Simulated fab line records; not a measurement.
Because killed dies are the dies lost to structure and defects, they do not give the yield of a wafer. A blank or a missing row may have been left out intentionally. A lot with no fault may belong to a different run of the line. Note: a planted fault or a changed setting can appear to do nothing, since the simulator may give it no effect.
fab line records -- flow gf180mcu
[record] lots = 5, wafers = 15, lastDay = 32
route steps=602 shown NWELL@46 LVPWELL@54 MVSD@66
lots that met no fault: taken from a fault-free run of the same line
startH: start of the lot's first displayed wafer, in hours after the record's first day -- waitH: time in hours since the lot's previous step -- " as in the row above -- L1.1+2: one row covering several wafers at once -- - no value present, or no start provided -- * or withheld: withheld -- < > ~ a bound
route shown NAME@n: NAME is a module with steps in the file, n the number in the route of the first one -- usual: mean/standard deviation taken from wafers without a fault -- same: alike in all rows -- chamber/n: place in a boat -- sites: the reading at each site -- _std_site: standard deviation of those values -- _edge_site: mean of outer sites minus mean of inner sites -- radiusMm: how far each site lies from the wafer's centre -- mask NAME#n: copy n -- behind: the tool/chamber that last shaped the wafer -- hold: the reason the lot was held/the length of the hold in hours/how it ended -- device: which transistor (n, p or np) failed to switch -- end of line: tests of these same wafers at the route's end -- a step given without rows: its recipe and nothing more -- killed: at the first sort, the dies lost to defects and structure; wafer yield is something else -- map: a wafer's dies, marking killed ones x, the rest . and places with no die _
set.NAME: setting as actually run; set.NAME@STEP: the setting as run at that earlier step -- model.NAME: the simulator's own value behind a step, which no gauge read
lots at selected steps of the route; one table per step, one row per wafer
services: a tool's chamber out of use, with start hour (startH, from the record's first day; less than 0 if before it), hours out, and reason
[[steps]]
[step GF_NWELL_EXPOSE_04]
[recipe] maskId = Nwell, targetCdNm = 860, na = 0.6, sourceShape = conventional, sigmaOuter = 0.6, doseMj = 260
[step GF_NWELL_PEB_05]
[recipe] tempC = 115, timeS = withheld
[step GF_NWELL_DEVELOP_06]
[recipe] wallAngleDeg = 90, developTimeS = 60, devTempC = 23
[step GF_NWELL_OVL_MEAS_07]
[usual] NWELL_OVL = -0.1/1.3
lot.wafer,tool,chamber,startH,waitH,NWELL_OVL[nm]
L695.1,overlay-02,-,81.86,-,0.4
L695.2,overlay-02,-,81.86,-,-0.8
L695.6,overlay-02,-,81.86,-,2.3
L697.2,overlay-02,-,93.13,-,-0.3
L697.4,overlay-02,-,93.13,-,0.6
L697.5,overlay-02,-,93.13,-,-0.3
L700.1,overlay-01,-,108.96,-,0.6
L700.2,overlay-01,-,108.96,-,1.4
L700.4,overlay-01,-,108.96,-,0.4
L701.1,overlay-02,-,115.31,-,0.4
L701.2,overlay-02,-,115.31,-,-1.6
L701.4,overlay-02,-,115.31,-,-0.4
L705.3,overlay-02,-,138.32,-,-0.7
L705.4,overlay-02,-,138.32,-,-1.6
L705.6,overlay-02,-,138.32,-,1.0
[step GF_NWELL_IMPLANT_08]
[recipe] species = P, energyKev = 450, doseCm2 = 1.5e+13, tiltDeg = 0
[step GF_NWELL_IMPLANT_09]
[recipe] species = P, energyKev = 160, doseCm2 = 4e+12, tiltDeg = 0
[step GF_NWELL_STRIP_10]
[recipe] chemistry = O2/N2, powerW = 1400, pressureMtorr = 1500, platenTempC = 250, o2FlowSccm = 3000, n2FlowSccm = 300, overashFraction = 0.5
[usual] drypumpMotorCurrentA = 5.69/0.14, heaterPowerW = 313/37, oesProductAu = 0.722/0.0049, stripTimeToEndpointS = 36.94/0.12
lot.wafer,tool,chamber,startH,waitH,drypumpMotorCurrentA,heaterPowerW,oesProductAu,rfHoursCounterH,stripTimeToEndpointS
L695.1,plasmaAsher-01,1,82.20,0.1,5.87,318,0.716,29,37.04
L695.2,plasmaAsher-01,0,82.20,0.1,5.72,302,0.727,29,37.02
L695.6,plasmaAsher-01,1,82.20,0.1,5.87,326,0.718,-,37.04
L697.2,plasmaAsher-04,1,93.46,0.1,5.57,342,0.722,45,37.03
L697.4,plasmaAsher-04,1,93.46,0.1,5.56,340,0.721,-,37.03
L697.5,plasmaAsher-04,1,93.46,0.1,5.59,342,0.720,-,36.99
L700.1,plasmaAsher-03,1,109.29,0.1,5.70,270,0.725,44,37.10
L700.2,plasmaAsher-03,0,109.29,0.1,5.82,366,0.725,44,37.01
L700.4,plasmaAsher-03,0,109.29,0.1,5.79,371,0.726,-,37.02
L701.1,plasmaAsher-03,1,115.65,0.1,5.70,271,0.723,45,36.87
L701.2,plasmaAsher-03,0,115.65,0.1,5.75,368,0.727,45,36.85
L701.4,plasmaAsher-03,0,115.65,0.1,5.76,375,0.730,-,36.86
L705.3,plasmaAsher-04,0,138.68,0.1,5.43,264,0.717,-,37.11
L705.4,plasmaAsher-04,1,138.68,0.1,5.57,349,0.723,-,37.11
L705.6,plasmaAsher-04,1,138.68,0.1,5.58,345,0.726,-,37.04
[step GF_NWELL_TW_MEAS_11]
[usual] NWELL_TW = 1574/8.1
lot.wafer,tool,chamber,startH,waitH,NWELL_TW
L695.1,filmMetro-04,-,82.30,0.1,1589
L695.2,filmMetro-04,-,82.30,0.1,1577
L695.6,filmMetro-04,-,82.30,0.1,1571
L697.2,filmMetro-01,-,93.57,0.1,1580
L697.4,filmMetro-01,-,93.57,0.1,1571
L697.5,filmMetro-01,-,93.57,0.1,1574
L700.1,filmMetro-02,-,109.39,0.1,1554
L700.2,filmMetro-02,-,109.39,0.1,1555
L700.4,filmMetro-02,-,109.39,0.1,1559
L701.1,filmMetro-01,-,115.74,0.1,1577
L701.2,filmMetro-01,-,115.74,0.1,1570
L701.4,filmMetro-01,-,115.74,0.1,1572
L705.3,filmMetro-01,-,138.76,0.1,1575
L705.4,filmMetro-01,-,138.76,0.1,1566
L705.6,filmMetro-01,-,138.76,0.1,1575
[step GF_LVPWELL_DEHYDRATE_00]
[recipe] tempC = 200, timeS = 60
[step GF_LVPWELL_HMDS_01]
[recipe] primeTimeS = 60, primeTempC = 120
[step GF_LVPWELL_COAT_02]
[recipe] spinRpm = 2000, resistThkNm = 3000
[step GF_LVPWELL_SOFTBAKE_03]
[recipe] tempC = 110, timeS = withheld
[step GF_LVPWELL_EXPOSE_04]
[recipe] maskId = LVPWELL, targetCdNm = 600, na = 0.6, sourceShape = conventional, sigmaOuter = 0.6, doseMj = 260
[usual] reticleTempC = 23.03/0.093
lot.wafer,tool,chamber,startH,waitH,mask,reticleTempC
L695.1,ilineStepper-01,0,89.11,-,LVPWELL#0,22.95
L695.2,ilineStepper-01,0,89.11,-,LVPWELL#0,23.03
L695.6,ilineStepper-01,0,89.11,-,LVPWELL#0,23.07
L697.2,ilineStepper-01,0,100.89,-,LVPWELL#0,23.25
L697.4,ilineStepper-01,0,100.89,-,LVPWELL#0,23.05
L697.5,ilineStepper-01,0,100.89,-,LVPWELL#0,23.16
L700.1,ilineStepper-02,0,116.58,-,LVPWELL#0,23.24
L700.2,ilineStepper-02,0,116.58,-,LVPWELL#0,23.13
L700.4,ilineStepper-02,0,116.58,-,LVPWELL#0,23.11
L701.1,ilineStepper-02,0,122.91,-,LVPWELL#0,22.91
L701.2,ilineStepper-02,0,122.91,-,LVPWELL#0,22.91
L701.4,ilineStepper-02,0,122.91,-,LVPWELL#0,22.92
L705.3,ilineStepper-02,0,146.65,-,MVSD#0,22.88
L705.4,ilineStepper-02,0,146.65,-,MVSD#0,23.03
L705.6,ilineStepper-02,0,146.65,-,MVSD#0,23.04
[step GF_LVPWELL_PEB_05]
[recipe] tempC = 115, timeS = withheld
[step GF_LVPWELL_DEVELOP_06]
[recipe] wallAngleDeg = 90, developTimeS = 60, devTempC = 23
[step GF_LVPWELL_OVL_MEAS_07]
[usual] LVPWELL_OVL = 0.9/1.6
lot.wafer,tool,chamber,startH,waitH,LVPWELL_OVL[nm]
L695.1,overlay-02,-,95.96,-,3.0
L695.2,overlay-02,-,95.96,-,0.7
L695.6,overlay-02,-,95.96,-,2.1
L697.2,overlay-02,-,107.98,-,-0.2
L697.4,overlay-02,-,107.98,-,0.9
L697.5,overlay-02,-,107.98,-,0.8
L700.1,overlay-01,-,123.58,-,1.2
L700.2,overlay-01,-,123.58,-,2.1
L700.4,overlay-01,-,123.58,-,1.7
L701.1,overlay-02,-,130.26,-,-1.0
L701.2,overlay-02,-,130.26,-,-1.1
L701.4,overlay-02,-,130.26,-,-0.8
L705.3,overlay-01,-,152.92,-,-
L705.4,overlay-01,-,152.92,-,-
L705.6,overlay-01,-,152.92,-,-
[step GF_LVPWELL_IMPLANT_08]
[recipe] species = B, energyKev = 165.8, doseCm2 = 1.5e+13, tiltDeg = 0
[step GF_LVPWELL_IMPLANT_09]
[recipe] species = B, energyKev = 60, doseCm2 = 5e+12, tiltDeg = 0
[step GF_LVPWELL_STRIP_10]
[recipe] chemistry = O2/N2, powerW = 1400, pressureMtorr = 1500, platenTempC = 250, o2FlowSccm = 3000, n2FlowSccm = 300, overashFraction = 0.5
[usual] drypumpMotorCurrentA = 6.1/0.44, heaterPowerW = 330/30, oesProductAu = 0.722/0.0046, stripTimeToEndpointS = 37.02/0.12
lot.wafer,tool,chamber,startH,waitH,drypumpMotorCurrentA,heaterPowerW,oesProductAu,rfHoursCounterH,stripTimeToEndpointS
L695.1,plasmaAsher-03,1,96.29,0.1,5.7,271,0.723,42,37.13
L695.2,plasmaAsher-03,0,96.29,0.1,5.8,366,0.723,42,37.13
L695.6,plasmaAsher-03,0,96.29,0.1,5.8,358,0.729,-,37.08
L697.2,plasmaAsher-01,1,108.31,0.1,5.9,326,0.727,32,37.11
L697.4,plasmaAsher-01,1,108.31,0.1,5.9,324,0.721,-,37.05
L697.5,plasmaAsher-01,1,108.31,0.1,5.9,314,0.722,-,37.05
L700.1,plasmaAsher-01,1,123.92,0.1,5.9,320,0.725,35,36.94
L700.2,plasmaAsher-01,0,123.92,0.1,5.7,305,0.723,35,36.96
L700.4,plasmaAsher-01,1,123.92,0.1,5.9,329,0.724,-,37.04
L701.1,plasmaAsher-03,1,130.59,0.1,5.7,277,0.726,46,37.00
L701.2,plasmaAsher-03,0,130.59,0.1,5.8,366,0.724,46,37.19
L701.4,plasmaAsher-03,1,130.59,0.1,5.7,271,0.712,-,37.03
L705.3,plasmaAsher-01,0,153.27,0.1,5.8,310,0.719,-,37.07
L705.4,plasmaAsher-01,1,153.27,0.1,5.9,321,0.715,-,37.07
L705.6,plasmaAsher-01,0,153.27,0.1,5.7,299,0.719,-,37.11
[step GF_LVPWELL_TW_MEAS_11]
[usual] LVPWELL_TW = 560.0/2.4
lot.wafer,tool,chamber,startH,waitH,LVPWELL_TW
L695.1,filmMetro-04,-,96.39,0.1,558.1
L695.2,filmMetro-04,-,96.39,0.1,563.1
L695.6,filmMetro-04,-,96.39,0.1,558.1
L697.2,filmMetro-01,-,108.42,0.1,556.5
L697.4,filmMetro-01,-,108.42,0.1,555.4
L697.5,filmMetro-01,-,108.42,0.1,557.0
L700.1,filmMetro-01,-,124.02,0.1,560.2
L700.2,filmMetro-01,-,124.02,0.1,560.0
L700.4,filmMetro-01,-,124.02,0.1,558.0
L701.1,filmMetro-04,-,130.69,0.1,564.1
L701.2,filmMetro-04,-,130.69,0.1,566.0
L701.4,filmMetro-04,-,130.69,0.1,561.5
L705.3,filmMetro-04,-,153.36,0.1,30.0
L705.4,filmMetro-04,-,153.36,0.1,29.9
L705.6,filmMetro-04,-,153.36,0.1,30.0
[step GF_MVSD_DEHYDRATE_00]
[recipe] tempC = 200, timeS = 60
[[services]]
tool,chamber,startH,hours,kind
ilineStepper-02,-,73.47,1.3,repair
ilineStepper-01,-,103.90,1.7,pm
plasmaAsher-04,-,108.80,9.0,pm
plasmaAsher-04,0,108.80,9.0,ventCycle
plasmaAsher-04,1,108.80,9.0,ventCycle
plasmaAsher-04,0,117.80,-,clean
plasmaAsher-04,1,117.80,-,clean
ilineStepper-02,-,128.99,15.5,repair
plasmaAsher-03,-,135.80,14.6,pm
ilineStepper-01,-,137.31,11.5,repair
ilineStepper-01,0,148.54,-,calibration
[[key]]
[firstSign] step = GF_LVPWELL_EXPOSE_04, reading = mask, direction = changed
[effect] step = GF_LVPWELL_OVL_MEAS_07, reading = LVPWELL_OVL, direction = missing
[effect] step = GF_LVPWELL_TW_MEAS_11, reading = LVPWELL_TW, direction = down, sigmas = 99+, usual = 560.0, struck = 30.0
metAt GF_LVPWELL_EXPOSE_04
struckWafers L705.3,L705.4,L705.6
sortLeftOut L705.3,L705.4,L705.6
testerLeftOut L705
onsetBetween 122.91 146.65
[fault] kind = wrongMask, tool = any, chamber = -, onsetH = 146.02, steps = GF_LVPWELL_EXPOSE_04, auxCopy = MVSD#0, scope = struckLotsOnly
// testerLeftOut: of these lots the tester's yield and bins aren't shown, on N5 and GAA mostly nor the transistor test; their killed dies are dies lost to structure and defects alone, not to doping, threshold or leakage, so they don't give the yield
// sortLeftOut: the simulated sort isn't trusted on such a fault, so these wafers' sort isn't shown, and their yield isn't known
